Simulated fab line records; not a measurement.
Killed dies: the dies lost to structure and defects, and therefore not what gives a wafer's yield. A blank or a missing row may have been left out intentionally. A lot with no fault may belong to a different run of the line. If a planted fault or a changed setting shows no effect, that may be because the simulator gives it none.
Which tool was responsible?    flow sky130    13 lots, 39 wafers sampled, at 2 steps of a route of 708

WHAT EACH GAUGE READ, for each wafer
SKY_FIELD_ISO_THK_MEAS_04.
lot   measured     on             FIELD_ISO_CVD_03_THK (nm)
L571  day 2 01:34  film metro-03  162.8 164.8 163.7
L572  day 2 05:43  film metro-01  165.2 164.1 165.4
L573  day 2 09:56  film metro-01  165.6 165.9 164.5
L574  day 2 14:29  film metro-01  166.1 166.0 165.9
L575  day 2 22:17  film metro-01  166.8 166.3 166.6
L577  day 3 05:29  film metro-02  167.3 167.2 166.3
L581  day 4 01:29  film metro-02  168.3 169.1 168.5
L585  day 4 22:51  film metro-03  165.6 166.4 166.3
L587  day 5 08:21  film metro-03  166.7 167.2 167.0
L588  day 5 13:22  film metro-01  167.4 166.5 166.0
L589  day 5 19:40  film metro-02  165.5 164.7 165.8
L590  day 6 00:50  film metro-02  167.8 166.9 166.1
L592  day 6 10:08  film metro-01  167.9 167.6 166.4

SKY_FIELD_ISO_THK_MEAS_23.
lot   measured     on             FIELD_ISO_OXIDATION_01_THK (nm)
L571  day 2 20:34  film metro-01  9.96 9.80 9.77
L572  day 3 00:03  film metro-02  10.15 10.13 10.01
L573  day 3 04:49  film metro-03  10.05 10.04 10.20
L574  day 3 09:48  film metro-02  10.26 10.39 10.33
L575  day 3 16:34  film metro-03  10.20 9.97 10.18
L577  day 3 23:51  film metro-03  10.11 10.21 10.26
L581  day 4 20:49  film metro-02  10.28 10.28 10.29
L585  day 5 19:45  film metro-01  9.99 10.01 9.93
L587  day 6 06:46  film metro-03  10.08 10.17 10.09
L588  day 6 10:11  film metro-02  10.17 9.97 9.94
L589  day 6 17:00  film metro-01  9.82 9.86 9.84
L590  day 6 23:41  film metro-01  9.92 9.99 9.95
L592  day 7 08:49  film metro-03  10.22 9.97 10.00

WHAT TOOL EACH LOT RAN ON (gives the tool, then ch and the chambers of the sampled wafers, and finally the start)
The record holds no process step before these readings.

WHAT THE TOOLS THEMSELVES READ (means of the sampled wafers that have a number; where no wafer has one, the mark that the record gives instead)
The record holds no such reading with a usual standard deviation.

THE ANSWER, worked out from the rows above alone
Rule: what is usual is taken from the lots themselves. Put in order of their means at a reading, lots are off if they are a third of the lots or fewer, leave a main group of 4 or more, and stand apart from it by a gap of 3 or more times the standard deviation of the main group's means; of several such gaps the widest counts. Not used: any main group whose means are identical at the precision the tables above print for the reading. A lot without any number at a reading at which 4 lots or more have one is off too. The other lots that the step has rows for count as sound. First the gauges in route order, then the tools' own readings, where a lot's mean is used as printed above. At the first step where some lot is off, the reading lying furthest off is the one used; lots without a number count as furthest.
Across all readings shown, no lot is off: no conclusion can be drawn from this.

WHAT THE SIMULATOR HAD INSERTED
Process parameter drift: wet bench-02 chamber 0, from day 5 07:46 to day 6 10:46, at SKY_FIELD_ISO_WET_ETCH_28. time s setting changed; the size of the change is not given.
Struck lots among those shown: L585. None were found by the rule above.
